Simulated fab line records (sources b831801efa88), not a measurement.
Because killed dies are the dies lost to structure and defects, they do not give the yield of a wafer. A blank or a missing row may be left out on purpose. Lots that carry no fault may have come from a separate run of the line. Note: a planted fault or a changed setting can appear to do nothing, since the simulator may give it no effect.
A lot that was struck, set against a sound lot / flow gf180mcu / 17 out of 602 route steps
Sound: the wafers L538.1, L538.2, L538.6. Wafers L552.1, L552.3, L552.4 were the ones struck. At the end, the cause is stated.
Order at every step that has rows: each side's tool, ch and its chambers, its first start. Under that, the readings that differ: sound wafers / struck wafers / difference of the means / sigmas: that difference in standard deviations of wafers without a fault.
alike: readings whose means differ by less than 2 such deviations, and words and numbers that are the same on both sides. not compared: withheld readings, readings that some wafer has no value for, bounds like >300 that may hide the same value, and numbers for which the record gives no deviation and whose values overlap.
Wherever a step has rows on one side only, a row that says differs or no value, or a row with sigmas, the two part there. Numbers that don't overlap but have no deviation are shown without sigmas and don't part them. Lack of a reading on every wafer of one side parts them only where that side has two or more wafers.

GF_MIM_SPUTTER_04: material TiN, target thk 50 nm, time 41.7 s.
  sound on pvdSputter-03, day 25 06:23; struck on pvdSputter-03, day 29 17:26
  alike: throttleValvePct
GF_MIM_CVD_05: deposits Si3N4, target thk 42 nm, time 29.086 s.
  sound on pecvd-04 ch 0,1, day 25 06:25; struck on pecvd-01 ch 1,2, day 29 17:28
  alike: heaterPowerW
  not compared: sinceWetCleanH
GF_MIM_THK_MEAS_06:
  sound on filmMetro-01, day 25 06:28; struck on filmMetro-03, day 29 17:31
  alike: MIM_CVD_05_THK
GF_MIM_SPUTTER_07: material TiN, target thk 60 nm, time 50 s.
  sound on pvdSputter-02, day 25 06:32; struck on pvdSputter-02, day 29 17:35
  alike: throttleValvePct
GF_MIM_SPUTTER_08: material AlCu, target thk 200 nm, time 10.6 s.
  sound on pvdSputter-02, day 25 06:34; struck on pvdSputter-02, day 29 17:37
  alike: throttleValvePct
then, 1 step without rows for these wafers: GF_MIM_SPUTTER_09 (material TiN, target thk 35 nm, time 29.2 s).
GF_MIM_RS_MEAS_10: measures by four-point-probe.
  sound on filmMetro-03, day 25 06:38; struck on filmMetro-01, day 29 17:41
  alike: MIM_ALCU_RS
GF_MIM_THK_MEAS_11: measures by xrf.
  sound on filmMetro-03, day 25 06:45; struck on filmMetro-01, day 29 17:48
  alike: MIM_ALCU_THK
then, 4 steps without rows for these wafers: GF_MIM_DEHYDRATE_12 (time 60 s); GF_MIM_HMDS_13 (prime time 60 s); GF_MIM_COAT_14 (resist thk 1000 nm); GF_MIM_SOFTBAKE_15 (time 60 s).
GF_MIM_EXPOSE_16: exposes mask FuseTop, target cd 2000 nm.
  sound on ilineStepper-02 ch 0, day 25 17:08; struck on ilineStepper-01, day 30 03:59
  no value came back on the struck wafers for exposureDoseMJCm2, focusOffsetNm (nm); on the sound wafers exposureDoseMJCm2 reads 140.18 140.17 140.20
  alike: mask
then, 2 steps without rows for these wafers: GF_MIM_PEB_17; GF_MIM_DEVELOP_18 (develop time 60 s).
GF_MIM_METAL_ETCH_19: etches the open film in Cl2/BCl3, stops on Si3N4, target depth 324.5 nm, time 54.1 s.
  sound on rieMetal-03 ch 0,1, day 26 03:11; struck on rieMetal-02 ch 0,1, day 30 11:44
  alike: drypumpMotorCurrentA, oesProductAu, throttleValvePct
  not compared: rfHoursCounterH, model.MIM.cdNm
GF_MIM_STRIP_20: strips in O2/N2.
  sound on plasmaAsher-04 ch 0,1, day 26 03:16; struck on plasmaAsher-04 ch 0,1, day 30 11:48
reading=stripTimeToEndpointS (s); sound=11.13 11.15 11.12; struck=11.20 11.19 11.21; difference=+0.07; sigmas=+2
  alike: drypumpMotorCurrentA, heaterPowerW, n2FlowSccm, oesProductAu
  not compared: rfHoursCounterH

== WHERE THEY PART ==
First at GF_MIM_EXPOSE_16; last, within this record, at GF_MIM_STRIP_20.

WHY: what had been put in by the simulator
Whole step skipped at GF_MIM_EXPOSE_16 on ilineStepper-01, starting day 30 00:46. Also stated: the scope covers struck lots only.
